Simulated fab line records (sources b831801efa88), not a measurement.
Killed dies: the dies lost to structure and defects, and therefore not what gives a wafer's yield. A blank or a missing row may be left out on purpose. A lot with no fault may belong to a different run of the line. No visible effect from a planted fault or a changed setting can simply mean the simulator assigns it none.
Problem report in the 8D (eight disciplines) form, filled by code / flow gf180mcu / the parts of the form that need people (team, actions taken, sign-off) are left out

## 1. THE ISSUE
V3_W_RS at GF_V3_RS_MEAS_24 reads a mean of 0.2521 ohm/sq on 2 wafers of 2 lots; wafers without a fault read 0.3291 ohm/sq with a standard deviation of 0.0027. Measured from the usual mean, that is -29 standard deviations.
The step: measures by four-point-probe.
Seen first at day 24 09:14 on film-metro-02, wafer L335.1. The record has a number at this step for 33 wafers belonging to 11 lots. The rule behind "out" and "out of limits": a value lying over 4 standard deviations away from the usual mean. The other wafers with a number count as sound.

## 2. WHAT IT IS, AND WHAT IT ISN'T
question=which readings at this step | is=V3_W_RS | is not=-
question=which lots | is=L335, L337 | is not=L331, L332, L333, L345, L349, L351, L352, L353, L354
question=which wafers of those lots | is=L335.1, L337.1 | is not=L335.2, L335.6, L337.2, L337.3
question=read on which gauges | is=film-metro-02, film-metro-04 | is not=film-metro-01
question=when | is=from day 24 09:14 | is not=up to then (11 sound wafers); but 20 sound wafers of L337, L345, L349, L351, L352, L353, L354 came after

## 3. THE SUSPECTS, EACH WITH WHAT RULES IT OUT
Counting: any tool at a process step up to the reading remains a suspect provided it ran every lot that is out. Sound lots after the first of them don't rule it out here, since some wafers of a struck lot are sound.
- the gauge at GF_V3_RS_MEAS_24 has been ruled out. Those wafers that are out were read across 2 gauges (film-metro-02, film-metro-04).
- cvd-w-01 at GF_V3_CVD_23 (deposits W, target thk 350 nm, time 104.9 s): kept. It processed each lot that is out (first: L335, day 24 09:08); up to then, its last sound lot is L333 (day 23 16:55).
The count leaves cvd-w-01 at GF_V3_CVD_23.

## 4. THE CAUSE (what the simulator had put in)
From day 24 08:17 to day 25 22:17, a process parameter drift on cvd-w-01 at GF_V3_CVD_23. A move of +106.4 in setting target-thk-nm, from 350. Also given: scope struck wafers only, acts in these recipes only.
The count eliminated every tool but this one.

## 5. THE EFFECT CHAIN, in route order
Rows list readings where the struck wafers' mean (over those with a number) sits beyond 3 standard deviations from the usual. Scope: only readings with a usual standard deviation given in the record; hours: median across lots of the time from each lot's start at the first step in this table that gives one to its start at this step; sigmas: change in usual standard deviations.
hours=0; step=GF_V3_RS_MEAS_24; reading=V3_W_RS; usual=0.3291 ohm/sq; on struck wafers=0.2521; change=-0.0770; sigmas=-29
hours=0; step=GF_V3_THK_MEAS_25; reading=V3_W_THK; usual=344 nm; on struck wafers=450; change=+106; sigmas=+29
hours=0; step=GF_V3_CMP_26; reading=time-to-endpoint-s; usual=85.5 s; on struck wafers=112.2; change=+26.7; sigmas=+9.9
Process steps it contains:
- GF_V3_CMP_26: polishes, stops on SiO2, t overpolish 15 s, target thk 0 nm.
At these later measuring or inspecting steps, every struck wafer for which the step has a row has a number for every such reading, and none has moved that far: GF_M4_RS_MEAS_05.

## 6. HOW IT WOULD HAVE BEEN CAUGHT EARLIER
In this record the first reading out of limits at a measuring or inspecting step was taken at day 24 09:14, 1 hour after the fault began at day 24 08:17.
Of the tool readings at GF_V3_CVD_23 for which the record gives a usual standard deviation, none was out on any struck wafer, so an alarm limit of 4 standard deviations on them would not have fired.
Lots out: 2; of these, L337 started GF_V3_CVD_23 on cvd-w-01 after day 24 09:14. A hold on the tool at that time would have spared it.
